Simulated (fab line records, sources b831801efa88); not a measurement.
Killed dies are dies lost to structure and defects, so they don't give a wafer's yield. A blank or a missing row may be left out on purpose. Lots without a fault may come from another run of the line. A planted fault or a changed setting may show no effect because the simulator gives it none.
Which tool did it? | flow sky130 | 11 lots, 33 wafers sampled, at 3 steps of a route of 708

WHAT THE GAUGES READ, wafer by wafer
SKY_METAL2_RS_MEAS_05: measures by four-point-probe.
lot  | measured     | on            | METAL2_ALCU_RS (ohm/sq)
L266 | day 35 00:19 | film_metro-03 | 0.1257 0.1257 0.1269
L268 | day 35 07:37 | film_metro-04 | 0.1254 0.1260 0.1252
L269 | day 35 13:16 | film_metro-03 | 0.1272 0.1266 0.1264
L271 | day 36 05:59 | film_metro-01 | 0.1263 0.1262 0.1244
L272 | day 36 12:43 | film_metro-03 | 0.1269 0.1245 0.1268
L275 | day 37 15:53 | film_metro-03 | 0.1251 0.1255 0.1252
L276 | day 37 18:50 | film_metro-04 | 0.1256 0.1268 0.1261
L277 | day 37 21:41 | film_metro-03 | 0.1269 0.1267 0.1248
L278 | day 38 02:37 | film_metro-04 | 0.1244 0.1250 0.1255
L279 | day 38 14:48 | film_metro-04 | 0.1274 0.1256 0.1245
L283 | day 39 20:24 | film_metro-03 | 0.1259 0.1276 0.1252

SKY_METAL2_OVL_MEAS_16.
lot  | measured     | on         | METAL2_OVL (nm)
L266 | day 36 02:29 | overlay-01 | -8 -6 2
L268 | day 36 10:39 | overlay-02 | 1 -9 -1
L269 | day 36 15:50 | overlay-02 | 5 7 8
L271 | day 37 08:32 | overlay-02 | -1 2 -4
L272 | day 37 14:35 | overlay-02 | 0 -8 -8
L275 | day 38 17:26 | overlay-02 | -4 -9 2
L276 | day 38 20:20 | overlay-01 | 5 -1 -1
L277 | day 38 23:20 | overlay-01 | -1 12 6
L278 | day 39 04:14 | overlay-02 | 1 5 -1
L279 | day 39 15:44 | overlay-01 | -8 -5 -1
L283 | day 40 21:23 | overlay-01 | -4 5 5

SKY_VIA2_BOW_MEAS_03.
lot  | measured     | on            | VIA2_BOW (um)
L266 | day 36 03:51 | film_metro-02 | 79 83 79
L268 | day 36 11:59 | film_metro-03 | 93 91 88
L269 | day 36 17:10 | film_metro-04 | 85 87 86
L271 | day 37 10:04 | film_metro-03 | 89 97 89
L272 | day 37 16:20 | film_metro-02 | 83 87 89
L275 | day 38 18:48 | film_metro-04 | 82 82 70
L276 | day 38 21:44 | film_metro-03 | 89 89 72
L277 | day 39 00:56 | film_metro-02 | 80 68 71
L278 | day 39 05:38 | film_metro-03 | 79 84 82
L279 | day 39 17:04 | film_metro-03 | 93 84 86
L283 | day 40 22:46 | film_metro-04 | 80 79 82

WHICH TOOL RAN EACH LOT (tool, then ch and the chambers of the sampled wafers, then the start)
The record holds no process step before these readings.

WHAT THE TOOLS THEMSELVES READ (means of the sampled wafers that have a number; where no wafer has one, the mark that the record gives instead)
The record holds no such reading with a usual standard deviation.

THE ANSWER, worked out from the rows above alone
Rule: what is usual is taken from the lots themselves. Put in order of their means at a reading, lots are off if they are a third of the lots or fewer, leave a main group of 4 or more, and stand apart from it by a gap of 3 or more times the standard deviation of the main group's means; of several such gaps the widest counts. A main group whose means are all the same, to the digits that the tables above print for the reading, isn't used. A lot without any number at a reading at which 4 lots or more have one is off too. The other lots that the step has rows for count as sound. The gauges are gone through in route order, then the tools' own readings, and for those a lot's mean is taken as printed above. The first step at which some lot is off is used, and at that step the reading that is off furthest; a lot without a number counts as furthest.
No lot is off at any reading shown: from this, nothing can be told.

WHAT THE SIMULATOR HAD PUT IN
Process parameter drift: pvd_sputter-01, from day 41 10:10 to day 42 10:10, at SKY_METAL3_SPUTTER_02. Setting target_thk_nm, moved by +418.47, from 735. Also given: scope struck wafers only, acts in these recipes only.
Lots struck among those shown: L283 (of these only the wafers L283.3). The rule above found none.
